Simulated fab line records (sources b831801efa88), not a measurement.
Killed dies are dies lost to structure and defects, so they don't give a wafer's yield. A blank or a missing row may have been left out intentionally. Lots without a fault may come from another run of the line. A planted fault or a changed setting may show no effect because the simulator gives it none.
Which tool is to blame? || flow sky130 || Sampling: 14 lots, 42 wafers, 6 of 708 route steps

== WHAT THE GAUGES READ, wafer by wafer ==
SKY_FIELD_ISO_BOW_MEAS_00. Usual: INCOMING_BOW typically reads -1 um, with standard deviation 5.7.
{"lot": "L878", "measured": "day 1 10:01", "on": "film metro-01", "INCOMING_BOW (um)": "-7 -12 -8", "flag": ""}
{"lot": "L880", "measured": "day 1 20:02", "on": "film metro-01", "INCOMING_BOW (um)": "-2 5 -11", "flag": ""}
{"lot": "L881", "measured": "day 2 01:00", "on": "film metro-02", "INCOMING_BOW (um)": "-1 -6 -5", "flag": ""}
{"lot": "L882", "measured": "day 2 06:04", "on": "film metro-02", "INCOMING_BOW (um)": "2 5 -1", "flag": ""}
{"lot": "L885", "measured": "day 2 21:00", "on": "film metro-02", "INCOMING_BOW (um)": "-3 3 -1", "flag": ""}
{"lot": "L887", "measured": "day 3 07:07", "on": "film metro-01", "INCOMING_BOW (um)": "-3 3 -2", "flag": ""}
{"lot": "L889", "measured": "day 3 17:01", "on": "film metro-02", "INCOMING_BOW (um)": "-9 3 -6", "flag": ""}
{"lot": "L890", "measured": "day 3 22:00", "on": "film metro-02", "INCOMING_BOW (um)": "6 -8 -5", "flag": ""}
{"lot": "L891", "measured": "day 4 03:00", "on": "film metro-04", "INCOMING_BOW (um)": "11 4 5", "flag": ""}
{"lot": "L892", "measured": "day 4 08:01", "on": "film metro-02", "INCOMING_BOW (um)": "12 -4 3", "flag": ""}
{"lot": "L897", "measured": "day 5 09:00", "on": "film metro-01", "INCOMING_BOW (um)": "-2 2 1", "flag": ""}
{"lot": "L899", "measured": "day 5 19:01", "on": "film metro-02", "INCOMING_BOW (um)": "-4 -3 5", "flag": ""}
{"lot": "L900", "measured": "day 6 00:00", "on": "film metro-01", "INCOMING_BOW (um)": "-6 -4 10", "flag": ""}
{"lot": "L901", "measured": "day 6 05:04", "on": "film metro-02", "INCOMING_BOW (um)": "-3 2 -11", "flag": ""}

SKY_NWELL_TW_MEAS_26. Usual: NWELL_2_TW typically reads 497, with standard deviation 4.2.
{"lot": "L878", "measured": "day 5 05:55", "on": "film metro-03", "NWELL_2_TW": "500 500 497", "flag": ""}
{"lot": "L880", "measured": "day 5 19:59", "on": "film metro-03", "NWELL_2_TW": "500 501 501", "flag": ""}
{"lot": "L881", "measured": "day 6 01:51", "on": "film metro-01", "NWELL_2_TW": "499 496 496", "flag": ""}
{"lot": "L882", "measured": "day 6 09:15", "on": "film metro-02", "NWELL_2_TW": "492 492 495", "flag": ""}
{"lot": "L885", "measured": "day 7 02:28", "on": "film metro-03", "NWELL_2_TW": "504 504 506", "flag": ""}
{"lot": "L887", "measured": "day 7 17:08", "on": "film metro-03", "NWELL_2_TW": "506 501 504", "flag": ""}
{"lot": "L889", "measured": "day 8 03:38", "on": "film metro-02", "NWELL_2_TW": "492 491 492", "flag": ""}
{"lot": "L890", "measured": "day 8 07:57", "on": "film metro-01", "NWELL_2_TW": "495 494 495", "flag": ""}
{"lot": "L891", "measured": "day 8 16:07", "on": "film metro-02", "NWELL_2_TW": "30 30 30", "flag": "OFF"}
{"lot": "L892", "measured": "day 8 20:41", "on": "film metro-02", "NWELL_2_TW": "30 30 30", "flag": "OFF"}
{"lot": "L897", "measured": "day 10 01:56", "on": "film metro-01", "NWELL_2_TW": "494 491 497", "flag": ""}
{"lot": "L899", "measured": "day 10 13:52", "on": "film metro-03", "NWELL_2_TW": "502 504 496", "flag": ""}
{"lot": "L900", "measured": "day 10 18:53", "on": "film metro-02", "NWELL_2_TW": "496 495 497", "flag": ""}
{"lot": "L901", "measured": "day 11 01:16", "on": "film metro-02", "NWELL_2_TW": "494 494 494", "flag": ""}

SKY_VT_ADJUST_PCH_OVL_MEAS_07. Usual: VT_ADJUST_PCH_OVL typically reads -0.3 nm, with standard deviation 1.5.
{"lot": "L878", "measured": "day 10 08:14", "on": "overlay-02", "VT_ADJUST_PCH_OVL (nm)": "0.9 2.2 0.8", "flag": ""}
{"lot": "L880", "measured": "day 11 01:50", "on": "overlay-02", "VT_ADJUST_PCH_OVL (nm)": "-0.9 -2.3 -1.0", "flag": ""}
{"lot": "L881", "measured": "day 11 08:48", "on": "overlay-02", "VT_ADJUST_PCH_OVL (nm)": "-0.7 -1.3 -1.2", "flag": ""}
{"lot": "L882", "measured": "day 11 17:36", "on": "overlay-01", "VT_ADJUST_PCH_OVL (nm)": "-0.4 -0.6 -0.4", "flag": ""}
{"lot": "L885", "measured": "day 12 14:31", "on": "overlay-01", "VT_ADJUST_PCH_OVL (nm)": "-0.8 0.3 0.5", "flag": ""}
{"lot": "L887", "measured": "day 13 07:21", "on": "overlay-02", "VT_ADJUST_PCH_OVL (nm)": "-0.3 -0.7 -1.3", "flag": ""}
{"lot": "L889", "measured": "day 13 20:53", "on": "overlay-01", "VT_ADJUST_PCH_OVL (nm)": "-2.3 -1.9 -1.4", "flag": ""}
{"lot": "L890", "measured": "day 14 04:45", "on": "overlay-02", "VT_ADJUST_PCH_OVL (nm)": "2.8 1.7 1.7", "flag": ""}
{"lot": "L891", "measured": "day 14 12:04", "on": "overlay-01", "VT_ADJUST_PCH_OVL (nm)": "-1.5 -2.4 -0.5", "flag": ""}
{"lot": "L892", "measured": "day 14 19:07", "on": "overlay-02", "VT_ADJUST_PCH_OVL (nm)": "0.9 -0.8 0.1", "flag": ""}
{"lot": "L897", "measured": "day 16 08:36", "on": "overlay-01", "VT_ADJUST_PCH_OVL (nm)": "-1.7 -3.5 -2.1", "flag": ""}
{"lot": "L899", "measured": "day 17 01:25", "on": "overlay-02", "VT_ADJUST_PCH_OVL (nm)": "-1.9 -1.2 -1.0", "flag": ""}
{"lot": "L900", "measured": "day 17 06:28", "on": "overlay-02", "VT_ADJUST_PCH_OVL (nm)": "-2.3 -4.5 -0.8", "flag": ""}
{"lot": "L901", "measured": "day 17 17:53", "on": "overlay-01", "VT_ADJUST_PCH_OVL (nm)": "-0.7 1.4 0.3", "flag": ""}

SKY_LDD_HVN_OVL_MEAS_07. Usual: LDD_HVN_OVL typically reads -1.2 nm, with standard deviation 1.4.
{"lot": "L878", "measured": "day 20 00:29", "on": "overlay-02", "LDD_HVN_OVL (nm)": "0.2 0.4 -0.4", "flag": ""}
{"lot": "L880", "measured": "day 21 04:01", "on": "overlay-01", "LDD_HVN_OVL (nm)": "-0.3 -1.7 0.0", "flag": ""}
{"lot": "L881", "measured": "day 21 14:03", "on": "overlay-01", "LDD_HVN_OVL (nm)": "-6.0 -3.0 -2.0", "flag": ""}
{"lot": "L882", "measured": "day 22 06:43", "on": "overlay-01", "LDD_HVN_OVL (nm)": "-0.7 -1.7 -0.8", "flag": ""}
{"lot": "L885", "measured": "day 23 04:43", "on": "overlay-01", "LDD_HVN_OVL (nm)": "-1.9 -1.6 -1.0", "flag": ""}
{"lot": "L887", "measured": "day 23 23:45", "on": "overlay-01", "LDD_HVN_OVL (nm)": "-1.0 -2.0 -0.5", "flag": ""}
{"lot": "L889", "measured": "day 24 18:16", "on": "overlay-02", "LDD_HVN_OVL (nm)": "-0.3 -0.7 -1.1", "flag": ""}
{"lot": "L890", "measured": "day 24 23:19", "on": "overlay-01", "LDD_HVN_OVL (nm)": "-2.0 0.0 1.6", "flag": ""}
{"lot": "L891", "measured": "day 25 07:52", "on": "overlay-02", "LDD_HVN_OVL (nm)": "-2.0 -2.9 -1.8", "flag": ""}
{"lot": "L892", "measured": "day 25 14:01", "on": "overlay-01", "LDD_HVN_OVL (nm)": "-2.6 -1.7 -3.0", "flag": ""}
{"lot": "L897", "measured": "day 27 07:27", "on": "overlay-01", "LDD_HVN_OVL (nm)": "-1.3 0.0 0.5", "flag": ""}
{"lot": "L899", "measured": "day 27 22:50", "on": "overlay-01", "LDD_HVN_OVL (nm)": "-1.7 0.1 0.8", "flag": ""}
{"lot": "L900", "measured": "day 28 02:50", "on": "overlay-02", "LDD_HVN_OVL (nm)": "2.4 -0.6 0.0", "flag": ""}
{"lot": "L901", "measured": "day 28 13:10", "on": "overlay-02", "LDD_HVN_OVL (nm)": "-0.3 1.4 -0.4", "flag": ""}

== WHAT TOOL EACH LOT RAN ON (gives the tool, then ch and the chambers of the sampled wafers, and finally the start) ==
{"lot": "L878", "SKY_NWELL_STRIP_14": "plasma asher-01 ch 0,1, day 4 11:55", "SKY_NWELL_STRIP_25": "plasma asher-02 ch 0,1, day 5 05:48"}
{"lot": "L880", "SKY_NWELL_STRIP_14": "plasma asher-01 ch 0,1, day 5 02:13", "SKY_NWELL_STRIP_25": "plasma asher-01 ch 0,1, day 5 19:54"}
{"lot": "L881", "SKY_NWELL_STRIP_14": "plasma asher-01 ch 0,1, day 5 07:03", "SKY_NWELL_STRIP_25": "plasma asher-02 ch 0,1, day 6 01:45"}
{"lot": "L882", "SKY_NWELL_STRIP_14": "plasma asher-03 ch 0,1, day 5 13:38", "SKY_NWELL_STRIP_25": "plasma asher-03 ch 0,1, day 6 09:09"}
{"lot": "L885", "SKY_NWELL_STRIP_14": "plasma asher-02 ch 0,1, day 6 06:21", "SKY_NWELL_STRIP_25": "plasma asher-01 ch 0,1, day 7 02:22"}
{"lot": "L887", "SKY_NWELL_STRIP_14": "plasma asher-01 ch 0,1, day 6 20:42", "SKY_NWELL_STRIP_25": "plasma asher-02 ch 0,1, day 7 17:02"}
{"lot": "L889", "SKY_NWELL_STRIP_14": "plasma asher-02 ch 0,1, day 7 06:33", "SKY_NWELL_STRIP_25": "plasma asher-03 ch 0,1, day 8 03:31"}
{"lot": "L890", "SKY_NWELL_STRIP_14": "plasma asher-01 ch 1, day 7 11:06", "SKY_NWELL_STRIP_25": "plasma asher-02 ch 0,1, day 8 07:51"}
{"lot": "L891", "SKY_NWELL_STRIP_14": "plasma asher-01 ch 0,1, day 7 19:12", "SKY_NWELL_STRIP_25": "plasma asher-03 ch 0,1, day 8 16:01"}
{"lot": "L892", "SKY_NWELL_STRIP_14": "plasma asher-02 ch 0,1, day 7 23:19", "SKY_NWELL_STRIP_25": "plasma asher-03 ch 0,1, day 8 20:34"}
{"lot": "L897", "SKY_NWELL_STRIP_14": "plasma asher-03 ch 0,1, day 9 03:54", "SKY_NWELL_STRIP_25": "plasma asher-02 ch 0,1, day 10 01:50"}
{"lot": "L899", "SKY_NWELL_STRIP_14": "plasma asher-01 ch 0,1, day 9 16:00", "SKY_NWELL_STRIP_25": "plasma asher-03 ch 0,1, day 10 13:45"}
{"lot": "L900", "SKY_NWELL_STRIP_14": "plasma asher-01 ch 0,1, day 9 21:19", "SKY_NWELL_STRIP_25": "plasma asher-03 ch 0,1, day 10 18:47"}
{"lot": "L901", "SKY_NWELL_STRIP_14": "plasma asher-02 ch 0,1, day 10 02:57", "SKY_NWELL_STRIP_25": "plasma asher-02 ch 0,1, day 11 01:10"}
- SKY_NWELL_STRIP_14: strips in O2/N2.
- SKY_NWELL_STRIP_25: strips in O2/N2.

== WHAT THE TOOLS THEMSELVES READ (means of the sampled wafers that have a number; where no wafer has one, the mark that the record gives instead) ==
SKY_NWELL_STRIP_14. Usual: chamber pressure mTorr 1500.1 mTorr, standard deviation 1.5; drypump motor current A 5.7 A, standard deviation 0.42; oes product au 0.722 a.u., standard deviation 0.0049; strip time to endpoint s 36.93 s, standard deviation 0.096.
{"lot": "L878", "tool": "plasma asher-01", "chamber pressure mTorr (mTorr)": 1499.4, "drypump motor current A (A)": 5.9, "oes product au (a.u.)": 0.719, "strip time to endpoint s (s)": 37.05, "flag": ""}
{"lot": "L880", "tool": "plasma asher-01", "chamber pressure mTorr (mTorr)": 1500.5, "drypump motor current A (A)": 5.8, "oes product au (a.u.)": 0.720, "strip time to endpoint s (s)": 36.91, "flag": ""}
{"lot": "L881", "tool": "plasma asher-01", "chamber pressure mTorr (mTorr)": 1499.9, "drypump motor current A (A)": 6.0, "oes product au (a.u.)": 0.723, "strip time to endpoint s (s)": 37.06, "flag": ""}
{"lot": "L882", "tool": "plasma asher-03", "chamber pressure mTorr (mTorr)": 1499.6, "drypump motor current A (A)": 5.7, "oes product au (a.u.)": 0.721, "strip time to endpoint s (s)": 36.98, "flag": ""}
{"lot": "L885", "tool": "plasma asher-02", "chamber pressure mTorr (mTorr)": 1499.9, "drypump motor current A (A)": 5.4, "oes product au (a.u.)": 0.720, "strip time to endpoint s (s)": 36.87, "flag": ""}
{"lot": "L887", "tool": "plasma asher-01", "chamber pressure mTorr (mTorr)": 1498.9, "drypump motor current A (A)": 6.0, "oes product au (a.u.)": 0.720, "strip time to endpoint s (s)": 36.94, "flag": ""}
{"lot": "L889", "tool": "plasma asher-02", "chamber pressure mTorr (mTorr)": 1499.6, "drypump motor current A (A)": 5.5, "oes product au (a.u.)": 0.725, "strip time to endpoint s (s)": 36.91, "flag": ""}
{"lot": "L890", "tool": "plasma asher-01", "chamber pressure mTorr (mTorr)": 1499.2, "drypump motor current A (A)": 5.5, "oes product au (a.u.)": 0.718, "strip time to endpoint s (s)": 36.85, "flag": ""}
{"lot": "L891", "tool": "plasma asher-01", "chamber pressure mTorr (mTorr)": "-", "drypump motor current A (A)": "-", "oes product au (a.u.)": "-", "strip time to endpoint s (s)": "-", "flag": "OFF"}
{"lot": "L892", "tool": "plasma asher-02", "chamber pressure mTorr (mTorr)": "-", "drypump motor current A (A)": "-", "oes product au (a.u.)": "-", "strip time to endpoint s (s)": "-", "flag": "OFF"}
{"lot": "L897", "tool": "plasma asher-03", "chamber pressure mTorr (mTorr)": 1498.6, "drypump motor current A (A)": 5.7, "oes product au (a.u.)": 0.720, "strip time to endpoint s (s)": 36.84, "flag": ""}
{"lot": "L899", "tool": "plasma asher-01", "chamber pressure mTorr (mTorr)": 1500.5, "drypump motor current A (A)": 5.9, "oes product au (a.u.)": 0.723, "strip time to endpoint s (s)": 36.96, "flag": ""}
{"lot": "L900", "tool": "plasma asher-01", "chamber pressure mTorr (mTorr)": 1499.3, "drypump motor current A (A)": 6.1, "oes product au (a.u.)": 0.723, "strip time to endpoint s (s)": 36.91, "flag": ""}
{"lot": "L901", "tool": "plasma asher-02", "chamber pressure mTorr (mTorr)": 1500.6, "drypump motor current A (A)": 5.5, "oes product au (a.u.)": 0.724, "strip time to endpoint s (s)": 36.85, "flag": ""}

SKY_NWELL_STRIP_25. Usual: chamber pressure mTorr 1500.0 mTorr, standard deviation 1.4; drypump motor current A 5.7 A, standard deviation 0.39; oes product au 0.722 a.u., standard deviation 0.0045; strip time to endpoint s 36.95 s, standard deviation 0.11.
{"lot": "L878", "tool": "plasma asher-02", "chamber pressure mTorr (mTorr)": 1499.4, "drypump motor current A (A)": 5.5, "oes product au (a.u.)": 0.727, "strip time to endpoint s (s)": 36.98, "flag": ""}
{"lot": "L880", "tool": "plasma asher-01", "chamber pressure mTorr (mTorr)": 1498.6, "drypump motor current A (A)": 6.1, "oes product au (a.u.)": 0.726, "strip time to endpoint s (s)": 37.00, "flag": ""}
{"lot": "L881", "tool": "plasma asher-02", "chamber pressure mTorr (mTorr)": 1499.9, "drypump motor current A (A)": 5.5, "oes product au (a.u.)": 0.720, "strip time to endpoint s (s)": 37.07, "flag": ""}
{"lot": "L882", "tool": "plasma asher-03", "chamber pressure mTorr (mTorr)": 1500.4, "drypump motor current A (A)": 5.4, "oes product au (a.u.)": 0.727, "strip time to endpoint s (s)": 36.93, "flag": ""}
{"lot": "L885", "tool": "plasma asher-01", "chamber pressure mTorr (mTorr)": 1500.1, "drypump motor current A (A)": 6.1, "oes product au (a.u.)": 0.719, "strip time to endpoint s (s)": 36.92, "flag": ""}
{"lot": "L887", "tool": "plasma asher-02", "chamber pressure mTorr (mTorr)": 1500.0, "drypump motor current A (A)": 5.6, "oes product au (a.u.)": 0.721, "strip time to endpoint s (s)": 37.00, "flag": ""}
{"lot": "L889", "tool": "plasma asher-03", "chamber pressure mTorr (mTorr)": 1500.3, "drypump motor current A (A)": 5.7, "oes product au (a.u.)": 0.721, "strip time to endpoint s (s)": 36.91, "flag": ""}
{"lot": "L890", "tool": "plasma asher-02", "chamber pressure mTorr (mTorr)": 1500.7, "drypump motor current A (A)": 5.5, "oes product au (a.u.)": 0.721, "strip time to endpoint s (s)": 36.87, "flag": ""}
{"lot": "L891", "tool": "plasma asher-03", "chamber pressure mTorr (mTorr)": 1500.1, "drypump motor current A (A)": 5.4, "oes product au (a.u.)": 0.742, "strip time to endpoint s (s)": 81.09, "flag": "OFF"}
{"lot": "L892", "tool": "plasma asher-03", "chamber pressure mTorr (mTorr)": 1499.5, "drypump motor current A (A)": 5.7, "oes product au (a.u.)": 0.742, "strip time to endpoint s (s)": 81.22, "flag": "OFF"}
{"lot": "L897", "tool": "plasma asher-02", "chamber pressure mTorr (mTorr)": 1500.0, "drypump motor current A (A)": 5.4, "oes product au (a.u.)": 0.722, "strip time to endpoint s (s)": 36.87, "flag": ""}
{"lot": "L899", "tool": "plasma asher-03", "chamber pressure mTorr (mTorr)": 1499.7, "drypump motor current A (A)": 5.7, "oes product au (a.u.)": 0.725, "strip time to endpoint s (s)": 37.14, "flag": ""}
{"lot": "L900", "tool": "plasma asher-03", "chamber pressure mTorr (mTorr)": 1501.2, "drypump motor current A (A)": 5.7, "oes product au (a.u.)": 0.720, "strip time to endpoint s (s)": 36.82, "flag": ""}
{"lot": "L901", "tool": "plasma asher-02", "chamber pressure mTorr (mTorr)": 1498.4, "drypump motor current A (A)": 5.5, "oes product au (a.u.)": 0.725, "strip time to endpoint s (s)": 37.02, "flag": ""}

== THE ANSWER, worked out from the rows above alone ==
Rule: a lot is off if the mean of its wafers that have a number lies more than 3 standard deviations from the usual mean. Also off: a lot with no number at a reading for which 4 or more lots have one. Any other lot the step has rows for is counted as sound. First the gauges in route order, then the tools' own readings, where a lot's mean is used as printed above. The first step at which some lot is off is used, and at that step the reading that is off furthest; a lot without a number counts as furthest.
Off: L891, L892, at SKY_NWELL_TW_MEAS_26 (NWELL_2_TW).
A tool fits if, at a process step before that reading, it ran every lot that is off, and no sound lot after the first of them. Not tried: the gauges at SKY_NWELL_TW_MEAS_26; whatever is off there is also off at SKY_NWELL_STRIP_14, on other tools, and gauge error can't account for it. No candidate that was tried fits.

== WHAT THE SIMULATOR PUT IN ==
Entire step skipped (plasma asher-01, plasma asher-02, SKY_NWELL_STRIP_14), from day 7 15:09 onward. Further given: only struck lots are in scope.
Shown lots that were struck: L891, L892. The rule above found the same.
